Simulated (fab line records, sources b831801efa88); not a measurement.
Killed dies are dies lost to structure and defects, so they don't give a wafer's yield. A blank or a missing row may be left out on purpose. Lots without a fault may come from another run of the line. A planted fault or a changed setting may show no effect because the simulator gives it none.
Which tool did it? | flow gf180mcu | 12 lots, 36 wafers sampled, at 5 steps of a route of 602

WHAT THE GAUGES READ, wafer by wafer
GF_HV_LDD_CD_MEAS_19: target cd 400 nm. Usual: cd_nm 399.5 nm, standard deviation 1.8.
lot  | measured     | on        | cd_nm (nm)        | flag
L849 | day 10 20:44 | cd_sem-02 | 399.5 400.5 398.1 |
L850 | day 11 03:50 | cd_sem-01 | 402.5 401.6 400.7 |
L851 | day 11 09:45 | cd_sem-02 | 397.5 395.5 396.2 |
L853 | day 12 02:06 | cd_sem-02 | 400.3 400.8 398.1 |
L854 | day 12 09:37 | cd_sem-02 | 396.9 399.0 396.7 |
L855 | day 12 12:25 | cd_sem-01 | 399.5 401.2 400.8 |
L856 | day 13 01:04 | cd_sem-01 | 403.1 401.2 401.3 |
L857 | day 13 06:58 | cd_sem-01 | 401.5 400.7 401.5 |
L862 | day 14 19:39 | cd_sem-02 | 403.0 402.7 398.8 |
L865 | day 15 21:49 | cd_sem-01 | 397.1 399.1 397.9 |
L870 | day 17 10:07 | cd_sem-01 | 418.2 419.8 417.5 | OFF
L871 | day 17 17:19 | cd_sem-01 | 423.3 421.8 420.5 | OFF

GF_HV_LDD_OVL_MEAS_32. Usual: HV_LDD_02_OVL 0.3 nm, standard deviation 1.3.
lot  | measured     | on         | HV_LDD_02_OVL (nm) | flag
L849 | day 11 16:20 | overlay-01 | -0.1 -1.7 -1.2     |
L850 | day 11 22:38 | overlay-01 | 0.9 -0.4 0.7       |
L851 | day 12 04:47 | overlay-01 | 0.1 1.0 0.7        |
L853 | day 12 21:59 | overlay-01 | -1.2 -0.3 -0.6     |
L854 | day 13 05:41 | overlay-01 | -0.1 2.0 0.4       |
L855 | day 13 09:14 | overlay-01 | 0.6 2.1 0.7        |
L856 | day 13 21:20 | overlay-01 | 1.1 0.1 -0.1       |
L857 | day 14 03:59 | overlay-01 | -0.8 -0.9 -0.7     |
L862 | day 15 17:35 | overlay-02 | 1.7 3.0 0.8        |
L865 | day 16 20:44 | overlay-01 | 1.4 -0.5 0.3       |
L870 | day 18 09:41 | overlay-02 | 3.0 2.3 3.6        |
L871 | day 18 17:23 | overlay-01 | -1.2 -3.1 -1.7     |

WHICH TOOL RAN EACH LOT (tool, then ch and the chambers of the sampled wafers, then the start)
lot  | GF_VT_IMPLANT_RTA_45             | GF_HV_LDD_COAT_14                 | GF_HV_LDD_STRIP_22
L849 | rtp_anneal-02 ch 0, day 7 14:43  | litho_track-03 ch 0, day 10 11:26 | plasma_asher-03 ch 0,1, day 10 21:01
L850 | rtp_anneal-02 ch 0, day 7 19:49  | litho_track-03 ch 0, day 10 18:35 | plasma_asher-01 ch 0, day 11 04:07
L851 | rtp_anneal-02 ch 0, day 8 03:10  | litho_track-01 ch 0, day 11 00:01 | plasma_asher-03 ch 0,1, day 11 10:04
L853 | rtp_anneal-02 ch 0, day 8 16:29  | litho_track-02 ch 0, day 11 16:30 | plasma_asher-02 ch 0,1, day 12 02:24
L854 | rtp_anneal-02 ch 0, day 8 21:31  | litho_track-03 ch 0, day 12 00:02 | plasma_asher-03 ch 0,1, day 12 09:55
L855 | rtp_anneal-01 ch 0, day 9 03:21  | litho_track-02 ch 0, day 12 02:15 | plasma_asher-02 ch 0,1, day 12 12:43
L856 | rtp_anneal-01 ch 0, day 9 14:04  | litho_track-02 ch 0, day 12 15:15 | plasma_asher-01 ch 0,1, day 13 01:22
L857 | rtp_anneal-01 ch 0, day 9 19:42  | litho_track-02 ch 0, day 12 21:00 | plasma_asher-01 ch 0,1, day 13 07:16
L862 | rtp_anneal-02 ch 0, day 11 02:34 | litho_track-01 ch 0, day 14 09:10 | plasma_asher-02 ch 0,1, day 14 19:57
L865 | rtp_anneal-01 ch 0, day 12 01:24 | litho_track-01 ch 0, day 15 10:34 | plasma_asher-01 ch 0,1, day 15 22:07
L870 | rtp_anneal-02 ch 0, day 13 08:58 | litho_track-03 ch 0, day 16 22:19 | plasma_asher-03 ch 0,1, day 17 10:25
L871 | rtp_anneal-02 ch 0, day 13 16:55 | litho_track-03 ch 0, day 17 05:08 | plasma_asher-03 ch 0,1, day 17 17:36
- GF_VT_IMPLANT_RTA_45: time 30 s.
- GF_HV_LDD_COAT_14: resist thk 1000 nm.
- GF_HV_LDD_STRIP_22: strips in O2/N2.

WHAT THE TOOLS THEMSELVES READ (means of the sampled wafers that have a number; where no wafer has one, the mark that the record gives instead)
GF_VT_IMPLANT_RTA_45. Usual: lamp_power_pct 38.8 %, standard deviation 1.6; wafer_temp_C_max 1055.3, standard deviation 1.1.
lot  | tool          | lamp_power_pct (%) | wafer_temp_C_max | flag
L849 | rtp_anneal-02 | 40.2               | 1056.2           |
L850 | rtp_anneal-02 | 40.2               | 1055.7           |
L851 | rtp_anneal-02 | 40.2               | 1054.7           |
L853 | rtp_anneal-02 | 40.3               | 1056.9           |
L854 | rtp_anneal-02 | 40.3               | 1056.1           |
L855 | rtp_anneal-01 | 37.1               | 1055.1           |
L856 | rtp_anneal-01 | 37.1               | 1056.2           |
L857 | rtp_anneal-01 | 37.1               | 1054.8           |
L862 | rtp_anneal-02 | 40.2               | 1055.5           |
L865 | rtp_anneal-01 | 37.1               | 1055.3           |
L870 | rtp_anneal-02 | 40.2               | 1056.4           |
L871 | rtp_anneal-02 | 40.2               | 1055.6           |

GF_HV_LDD_COAT_14. Usual: dispense_pressure_kPa 52.6 kPa, standard deviation 1.3.
lot  | tool           | dispense_pressure_kPa (kPa) | flag
L849 | litho_track-03 | 52.6                        |
L850 | litho_track-03 | 52.6                        |
L851 | litho_track-01 | 51.0                        |
L853 | litho_track-02 | 54.5                        |
L854 | litho_track-03 | 52.6                        |
L855 | litho_track-02 | 54.5                        |
L856 | litho_track-02 | 54.6                        |
L857 | litho_track-02 | 54.5                        |
L862 | litho_track-01 | 51.0                        |
L865 | litho_track-01 | 51.0                        |
L870 | litho_track-03 | 52.6                        |
L871 | litho_track-03 | 52.6                        |

GF_HV_LDD_STRIP_22. Usual: drypump_motor_current_A 5.7 A, standard deviation 0.49; heater_power_w 351 W, standard deviation 46; oes_product_au 0.716 a.u., standard deviation 0.0042; strip_time_to_endpoint_s 12.636 s, standard deviation 0.026.
lot  | tool            | drypump_motor_current_A (A) | heater_power_w (W) | oes_product_au (a.u.) | strip_time_to_endpoint_s (s) | flag
L849 | plasma_asher-03 | 5.8                         | 371                | 0.719                 | 12.623                       |
L850 | plasma_asher-01 | 5.6                         | 358                | 0.715                 | 12.665                       |
L851 | plasma_asher-03 | 5.3                         | 338                | 0.713                 | 12.620                       |
L853 | plasma_asher-02 | 5.8                         | 358                | 0.721                 | 12.631                       |
L854 | plasma_asher-03 | 5.3                         | 336                | 0.717                 | 12.652                       |
L855 | plasma_asher-02 | 5.8                         | 356                | 0.719                 | 12.637                       |
L856 | plasma_asher-01 | 5.7                         | 356                | 0.718                 | 12.637                       |
L857 | plasma_asher-01 | 5.8                         | 357                | 0.716                 | 12.631                       |
L862 | plasma_asher-02 | 6.1                         | 323                | 0.716                 | 12.653                       |
L865 | plasma_asher-01 | 5.7                         | 356                | 0.718                 | 12.634                       |
L870 | plasma_asher-03 | 5.3                         | 335                | 0.663                 | 10.486                       | OFF
L871 | plasma_asher-03 | 5.8                         | 368                | 0.669                 | 10.471                       | OFF

THE ANSWER, worked out from the rows above alone
Rule: a lot is off if the mean of its wafers that have a number lies more than 3 standard deviations from the usual mean. A lot without any number at a reading at which 4 lots or more have one is off too. The other lots that the step has rows for count as sound. The gauges are gone through in route order, then the tools' own readings, and for those a lot's mean is taken as printed above. The first step at which some lot is off is used, and at that step the reading that is off furthest; a lot without a number counts as furthest.
Off: L870, L871, at GF_HV_LDD_CD_MEAS_19 (cd_nm).
A tool fits if, at a process step before that reading, it ran every lot that is off, and no sound lot after the first of them. The gauges at GF_HV_LDD_CD_MEAS_19 aren't tried: what is off there is off at GF_HV_LDD_STRIP_22 too, on other tools, and a gauge's error can't cause that. Can't be told from this: 2 tools fit, rtp_anneal-02 at GF_VT_IMPLANT_RTA_45, litho_track-03 at GF_HV_LDD_COAT_14.

WHAT THE SIMULATOR HAD PUT IN
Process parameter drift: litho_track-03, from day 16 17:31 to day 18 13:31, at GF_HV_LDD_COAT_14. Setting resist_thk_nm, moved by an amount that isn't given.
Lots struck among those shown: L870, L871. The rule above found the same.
